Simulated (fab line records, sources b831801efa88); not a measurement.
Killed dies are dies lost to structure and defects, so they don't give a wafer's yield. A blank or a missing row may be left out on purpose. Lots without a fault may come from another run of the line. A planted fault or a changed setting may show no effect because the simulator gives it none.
fab line records | flow sky130
record lots=12 wafers=36 last_day=50
route steps=708 shown FIELD_ISO@16 DNWELL@35 VT_ADJUST_NCORE@129 VT_ADJUST_PCH@153 PAD_OPEN@708
lots that met no fault: from a run of the same line without faults
start_h: hours from the record's first day to the start of the lot's first wafer shown | wait_h: hours since the lot's step before | " the same as in the row above | L1.1+2: a row that stands for several wafers | - no value, or no start given | * or withheld: withheld | < > ~ a bound
route shown NAME@n: a module of which the file shows steps, and the number in the route of the first | usual: mean/standard deviation of fault-free wafers | same: alike in all rows | chamber/n: place in a boat | sites: the reading at each site | _std_site: their standard deviation | _edge_site: outer sites' mean less inner sites' | radius_mm: how far each site lies from the wafer's centre | mask NAME#n: copy n | behind: the tool/chamber that last shaped the wafer | hold: why the lot was held/for how many hours/how that ended | device: the transistor (n, p or np) that didn't switch | end of line: the same wafers' tests at the end of the route | a step without rows: its recipe alone | killed: dies lost to structure and defects at the first sort, not the wafer's yield | map: a wafer's dies, x killed, . not, _ none there
set.NAME: the setting as run; set.NAME@STEP: as run at that earlier step | model.NAME: the simulator's own value behind a step, which no gauge read
steps of the route over a sample of lots; a table a step, a row a wafer
services: from which hour (start_h, from the record's first day; less than 0 if before it) a tool's chamber was out of use, for how many hours, and why
## steps
# step SKY_FIELD_ISO_ETCH_15
# recipe chemistry=CHF3/O2 target_depth_nm=180 stop_on=Si source_w=600 bias_w=200 pressure_mtorr=40 chf3_flow_sccm=50 O2_flow_sccm=5 time_s=72
# usual O2_flow_sccm=4.999/0.017 chamber_pressure_mTorr=40.00/0.046 drypump_motor_current_A=5.7/0.42 oes_product_au=0.950/0.0071 throttle_valve_pct=8.844/0.0092
# columns lot.wafer tool chamber start_h wait_h O2_flow_sccm chamber_pressure_mTorr drypump_motor_current_A oes_product_au rf_hours_counter_h throttle_valve_pct
L321.1 rie_diel-02 3 34.16 0.0 4.968 39.98 6.2 0.955 158 8.849
L321.3 " 0 " " 4.999 39.99 5.3 0.943 29 8.834
L321.5 " 1 " " 5.021 39.91 6.2 0.956 - 8.839
L322.1 rie_diel-04 1 40.41 0.0 5.003 39.98 5.6 0.961 86 8.853
L322.2 " 0 " " 4.997 40.06 6.5 0.945 5 8.832
L322.6 " 0 " " 4.990 40.01 6.4 0.941 - 8.849
L324.1 rie_diel-03 2 49.66 0.0 4.988 40.03 5.8 0.952 47 8.862
L324.4 " 0 " " 4.974 40.03 5.2 0.945 75 8.845
L324.5 " 1 " " 5.001 40.00 5.1 0.955 - 8.857
L327.1 rie_diel-02 2 65.82 0.0 5.006 40.01 6.1 0.948 91 8.843
L327.4 " 2 " " 4.992 40.00 6.1 0.947 - 8.844
L327.5 " 1 " " 4.987 39.99 6.2 0.959 - 8.858
L330.2 rie_diel-03 0 79.76 0.0 4.982 40.03 5.2 0.945 76 8.848
L330.5 " 1 " " 4.999 40.08 5.1 0.941 - 8.830
L330.6 " 0 " " 5.022 39.99 5.2 0.947 - 8.855
L331.3 rie_diel-04 3 90.51 0.0 5.037 40.00 5.6 0.953 125 8.834
L331.4 " 1 " " 5.004 40.00 5.6 0.953 87 8.844
L331.5 " 0 " " 4.994 39.98 6.5 0.937 - 8.827
L333.2 rie_diel-04 2 102.66 0.0 4.975 40.03 5.3 0.947 113 8.849
L333.5 " 1 " " 4.966 40.05 5.6 0.952 - 8.836
L333.6 " 0 " " 4.990 39.96 6.4 0.937 - 8.847
L336.3 rie_diel-03 2 113.76 0.0 4.994 40.07 5.7 0.961 48 8.842
L336.4 " 1 " " 4.985 39.97 5.1 0.944 119 8.846
L336.5 " 2 " " 4.975 39.96 5.7 0.955 - 8.865
L337.2 rie_diel-02 0 126.03 0.0 5.012 40.07 5.3 0.954 31 8.854
L337.3 " 3 " " 4.997 40.00 6.2 0.954 160 8.848
L337.5 " 2 " " 5.006 39.94 6.1 0.954 - 8.839
L339.3 rie_diel-03 1 133.62 0.0 5.032 39.98 5.1 0.945 120 8.843
L339.4 " 3 " " 4.988 39.95 5.8 0.947 - 8.844
L339.6 " 1 " " 4.996 39.98 5.1 0.933 - 8.847
L342.4 rie_diel-03 3 143.17 0.0 4.997 40.02 5.8 0.968 92 8.855
L342.5 " 0 " " 5.015 40.02 5.2 0.962 - 8.842
L342.6 " 3 " " 5.015 39.94 5.8 0.967 - 8.840
L343.1 rie_diel-02 1 151.82 0.0 4.970 39.97 6.2 0.948 97 8.841
L343.4 " 3 " " 4.980 40.02 6.2 0.959 0 8.841
L343.5 " 2 " " 4.961 40.10 6.1 0.957 - 8.854
# step SKY_DNWELL_DEHYDRATE_00
# recipe temp_c=200 time_s=60
# usual run_length_s=89.10/0.2
# columns lot.wafer tool chamber start_h wait_h run_length_s
L321.1 litho_track-02 0 51.17 8.0 88.95
L321.3 " 0 " " 89.28
L321.5 " 0 " " 88.90
L322.1 litho_track-02 0 58.22 7.3 89.30
L322.2 " 0 " " 88.87
L322.6 " 0 " " 88.92
L324.1 litho_track-03 0 73.36 7.1 88.99
L324.4 " 0 " " 89.22
L324.5 " 0 " " 88.89
L327.1 litho_track-02 0 90.22 7.4 89.11
L327.4 " 0 " " 88.99
L327.5 " 0 " " 88.93
L330.2 litho_track-02 0 107.74 8.0 88.96
L330.5 " 0 " " 88.88
L330.6 " 0 " " 89.01
L331.3 litho_track-02 0 125.92 8.3 88.93
L331.4 " 0 " " 88.90
L331.5 " 0 " " 88.89
L333.2 litho_track-02 0 132.90 8.2 95.17
L333.5 " 0 " " 95.06
L333.6 " 0 " " 95.08
L336.3 litho_track-01 0 138.58 8.3 89.25
L336.4 " 0 " " 89.46
L336.5 " 0 " " 89.27
L337.2 litho_track-02 0 146.94 8.7 95.40
L337.3 " 0 " " 95.49
L337.5 " 0 " " 95.19
L339.3 litho_track-02 0 150.47 9.2 95.54
L339.4 " 0 " " 95.26
L339.6 " 0 " " 95.14
L342.4 litho_track-03 0 159.54 9.7 89.07
L342.5 " 0 " " 88.93
L342.6 " 0 " " 89.02
L343.1 litho_track-03 0 168.11 9.6 89.16
L343.4 " 0 " " 89.08
L343.5 " 0 " " 88.82
# step SKY_VT_ADJUST_NCORE_STRIP_10
# recipe chemistry=O2/N2 power_w=1400 pressure_mtorr=1500 platen_temp_c=withheld o2_flow_sccm=3000 n2_flow_sccm=300 overash_fraction=0.5
# usual chamber_pressure_mTorr=1500.1/1.3 drypump_motor_current_A=5.6/0.43 oes_product_au=0.716/0.0041 strip_time_to_endpoint_s=14.24/0.036
# columns lot.wafer tool chamber start_h wait_h chamber_pressure_mTorr drypump_motor_current_A oes_product_au rf_hours_counter_h strip_time_to_endpoint_s
L321.1 plasma_asher-04 1 188.21 0.1 1498.1 5.2 0.720 49 14.16
L321.3 " 1 " " 1500.2 5.2 0.707 - 14.15
L321.5 " 0 " " 1498.9 5.7 0.716 - 14.21
L322.1 plasma_asher-04 1 194.45 0.1 1499.1 5.2 0.717 50 14.28
L322.2 " 0 " " 1499.1 5.8 0.720 50 14.28
L322.6 " 0 " " 1496.9 5.8 0.720 - 14.28
L324.1 plasma_asher-02 1 213.72 0.1 1499.1 5.2 0.714 39 14.26
L324.4 " 0 " " 1500.1 6.1 0.707 - 14.26
L324.5 " 0 " " 1502.0 6.1 0.709 - 14.24
L327.1 plasma_asher-02 1 243.00 0.1 1498.9 5.2 0.708 42 14.25
L327.4 " 1 " " 1499.6 5.2 0.721 - 14.22
L327.5 " 1 " " 1499.1 5.2 0.711 - 14.22
L330.2 plasma_asher-03 1 268.32 0.1 1500.1 6.2 0.709 56 14.21
L330.5 " 0 " " 1500.2 5.3 0.719 - 14.23
L330.6 " 1 " " 1500.0 6.2 0.712 - 14.19
L331.3 plasma_asher-03 1 293.13 0.1 1498.5 6.2 0.719 - 14.28
L331.4 " 0 " " 1500.3 5.3 0.705 - 14.27
L331.5 " 1 " " 1498.2 6.2 0.718 - 14.28
L333.2 plasma_asher-04 1 299.82 0.1 1499.6 5.2 0.716 57 14.23
L333.5 " 0 " " 1499.7 5.8 0.717 - 14.24
L333.6 " 1 " " 1502.1 5.2 0.710 - 14.22
L336.3 plasma_asher-04 0 308.68 0.1 1499.4 5.8 0.719 - 14.26
L336.4 " 1 " " 1500.4 5.2 0.716 - 14.20
L336.5 " 1 " " 1498.5 5.2 0.711 - 14.21
L337.2 plasma_asher-02 0 321.40 0.1 1501.1 6.1 0.715 50 14.25
L337.3 " 0 " " 1499.0 6.1 0.716 - 14.23
L337.5 " 0 " " 1501.0 6.1 0.713 - 14.21
L339.3 plasma_asher-04 0 326.22 0.1 1502.0 5.8 0.708 - 14.26
L339.4 " 1 " " 1500.0 5.2 0.716 - 14.26
L339.6 " 0 " " 1499.2 5.8 0.722 - 14.23
L342.4 plasma_asher-02 1 337.58 0.1 1500.2 5.2 0.719 - 14.28
L342.5 " 1 " " 1500.8 5.2 0.711 - 14.31
L342.6 " 0 " " 1500.2 6.1 0.719 - 14.24
L343.1 plasma_asher-03 0 350.32 0.1 1499.9 5.3 0.712 64 14.25
L343.4 " 0 " " 1500.4 5.2 0.720 - 14.25
L343.5 " 1 " " 1499.7 6.2 0.714 - 14.24
# step SKY_VT_ADJUST_PCH_TW_MEAS_10
# usual VT_ADJUST_PCH_TW=141.7/0.93
# columns lot.wafer tool chamber start_h wait_h VT_ADJUST_PCH_TW
L321.1 film_metro-03 - 232.66 0.1 142.1
L321.3 " - " " 142.4
L321.5 " - " " 141.9
L322.1 film_metro-01 - 241.68 0.1 141.4
L322.2 " - " " 140.9
L322.6 " - " " 140.2
L324.1 film_metro-02 - 259.65 0.1 143.4
L324.4 " - " " 142.8
L324.5 " - " " 142.9
L327.1 film_metro-02 - 292.06 0.1 141.5
L327.4 " - " " 141.5
L327.5 " - " " 142.7
L330.2 film_metro-03 - 320.47 0.1 139.8
L330.5 " - " " 140.3
L330.6 " - " " 140.0
L331.3 film_metro-03 - 347.42 0.1 141.1
L331.4 " - " " 140.2
L331.5 " - " " 140.3
L333.2 film_metro-02 - 354.41 0.1 142.1
L333.5 " - " " 142.7
L333.6 " - " " 142.5
L336.3 film_metro-01 - 362.90 0.1 141.6
L336.4 " - " " 141.8
L336.5 " - " " 141.8
L337.2 film_metro-01 - 376.99 0.1 141.1
L337.3 " - " " 141.4
L337.5 " - " " 141.1
L339.3 film_metro-03 - 382.62 0.1 141.8
L339.4 " - " " 141.5
L339.6 " - " " 141.1
L342.4 film_metro-01 - 394.18 0.1 141.8
L342.5 " - " " 142.1
L342.6 " - " " 142.1
L343.1 film_metro-03 - 407.30 0.1 141.5
L343.4 " - " " 141.0
L343.5 " - " " 141.2
# step SKY_PAD_OPEN_PROBE_99
# usual killed_at_M0_to_M3=44/6.2 killed_at_M4_up=3.3/1.8 killed_at_contacts=25/5.8 killed_at_front_end=15/4 killed_at_other=0.3/0.49 killed_dies=88/8.8 killed_open=48/6.5 killed_short=39/6.3
# same gross_dies=492 killed_at_back_side=0
# columns lot.wafer tool chamber start_h wait_h killed_at_M0_to_M3 killed_at_M4_up killed_at_contacts killed_at_front_end killed_at_other killed_dies killed_open killed_short
L322.1 prober-02 - 1092.71 0.1 49 5 30 17 0 101 59 42
L322.2 prober-02 - 1092.76 0.1 45 4 26 11 0 86 45 41
L322.6 prober-02 - 1092.96 0.2 36 2 18 15 0 71 45 26
L324.1 prober-02 - 1101.43 0.1 36 1 29 16 0 82 41 41
L324.4 prober-02 - 1101.58 0.2 32 3 31 21 0 87 44 43
L324.5 prober-02 - 1101.63 0.2 46 5 24 10 1 86 49 37
L331.3 prober-01 - 1171.69 0.2 54 3 31 13 0 101 60 40
L331.4 prober-01 - 1171.74 0.2 50 8 27 20 0 105 54 50
L331.5 prober-01 - 1171.79 0.2 47 5 27 13 0 92 53 39
# killed by level:class
L322.1 CONTACT:geometric_particle:open=13 VIA2:geometric_particle:open=11 VIA1:geometric_particle:open=10 POLY_GATE:geometric_particle:open=7 LI_CONTACT:geometric_particle:open=6 METAL2:geometric_particle:short=6 VIA2:geometric_particle:short=5 LI_CONTACT:geometric_particle:short=5
L322.2 VIA2:geometric_particle:open=11 VIA1:geometric_particle:open=9 LI_CONTACT:geometric_particle:open=8 VIA2:geometric_particle:short=7 LOCAL_INTERCONNECT:geometric_particle:short=6 CONTACT:geometric_particle:open=6 CONTACT:geometric_particle:short=5 POLY_GATE:geometric_particle:short=4
L322.6 VIA2:geometric_particle:open=10 CONTACT:geometric_particle:open=9 VIA1:geometric_particle:open=7 VIA3:geometric_particle:open=5 FIELD_ISO:geometric_particle:short=4 SPACER:geometric_particle:open=4 LI_CONTACT:geometric_particle:open=4 LOCAL_INTERCONNECT:geometric_particle:short=3
L324.1 CONTACT:geometric_particle:open=11 METAL2:geometric_particle:short=8 VIA3:geometric_particle:open=8 FIELD_ISO:geometric_particle:short=5 POLY_GATE:geometric_particle:open=5 LI_CONTACT:geometric_particle:open=5 CONTACT:geometric_particle:short=5 LOCAL_INTERCONNECT:geometric_particle:short=4
L324.4 CONTACT:geometric_particle:open=9 LI_CONTACT:geometric_particle:open=8 CONTACT:geometric_particle:short=7 VIA1:geometric_particle:open=7 FIELD_ISO:geometric_particle:short=6 METAL2:geometric_particle:short=6 METAL1:geometric_particle:short=6 FIELD_ISO:geometric_particle:open=5
L324.5 CONTACT:geometric_particle:open=11 METAL2:geometric_particle:short=9 VIA3:geometric_particle:open=8 VIA2:geometric_particle:open=7 VIA1:geometric_particle:open=6 LI_CONTACT:geometric_particle:open=5 VIA1:geometric_particle:short=4 VIA3:geometric_particle:short=4
L331.3 CONTACT:geometric_particle:open=13 VIA1:geometric_particle:open=13 LI_CONTACT:geometric_particle:open=11 METAL1:geometric_particle:short=8 VIA3:geometric_particle:open=6 METAL2:geometric_particle:short=6 FIELD_ISO:geometric_particle:open=5 FIELD_ISO:geometric_particle:short=5
L331.4 LI_CONTACT:geometric_particle:open=8 VIA2:geometric_particle:short=8 VIA3:geometric_particle:open=8 LI_CONTACT:geometric_particle:short=7 VIA2:geometric_particle:open=7 VIA1:geometric_particle:open=6 CONTACT:geometric_particle:open=6 FIELD_ISO:geometric_particle:short=5
L331.5 VIA2:geometric_particle:open=11 CONTACT:geometric_particle:open=10 VIA1:geometric_particle:open=9 LI_CONTACT:geometric_particle:open=7 FIELD_ISO:geometric_particle:short=6 VIA3:geometric_particle:open=6 METAL2:geometric_particle:short=6 METAL4:geometric_particle:short=5
## services
# columns tool chamber start_h hours kind
plasma_asher-04 - 49.02 0.7 repair
rie_diel-02 3 59.20 12.2 repair
plasma_asher-03 - 77.61 0.5 repair
plasma_asher-02 - 85.59 2.8 pm
rie_diel-02 3 99.58 1.8 repair
rie_diel-02 2 119.73 4.2 repair
rie_diel-02 3 130.18 - clean
rie_diel-03 0 131.64 6.9 repair
rie_diel-04 0 150.11 13.5 repair
rie_diel-04 - 156.79 14.6 pm
rie_diel-03 3 168.38 22.3 repair
rie_diel-04 1 177.18 3.8 repair
rie_diel-03 0 190.38 19.2 repair
rie_diel-04 1 197.82 17.0 repair
plasma_asher-04 - 207.68 24.5 repair
rie_diel-02 - 252.50 3.7 repair
plasma_asher-04 - 264.07 11.3 pm
rie_diel-04 - 306.82 0.2 repair
rie_diel-02 0 317.39 6.9 repair
plasma_asher-04 - 317.80 1.2 repair
rie_diel-03 1 321.57 - clean
rie_diel-03 1 321.57 10.8 scheduled_down
rie_diel-03 1 321.57 10.8 vent_cycle
rie_diel-04 - 349.47 2.8 pm
## key
first_sign step=SKY_DNWELL_DEHYDRATE_00 reading=run_length_s direction=up sigmas=31 usual=* struck=*
effect none on later readings
met_at SKY_DNWELL_DEHYDRATE_00
struck_lots L333,L337,L339
tester_left_out L333,L337,L339
not_acting_at SKY_FIELD_ISO_ETCH_15,SKY_VT_ADJUST_NCORE_STRIP_10,SKY_VT_ADJUST_PCH_TW_MEAS_10
onset_between 125.92 132.90
fault kind=process_parameter_drift tool=litho_track-02 chamber=- onset_h=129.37 steps=SKY_DNWELL_DEHYDRATE_00 channel=time_s offset=* shape=step end_h=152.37 acts_in=* stated=*
# tester_left_out: of these lots the tester's yield and bins aren't shown, on N5 and GAA mostly nor the transistor test; their killed dies are dies lost to structure and defects alone, not to doping, threshold or leakage, so they don't give the yield
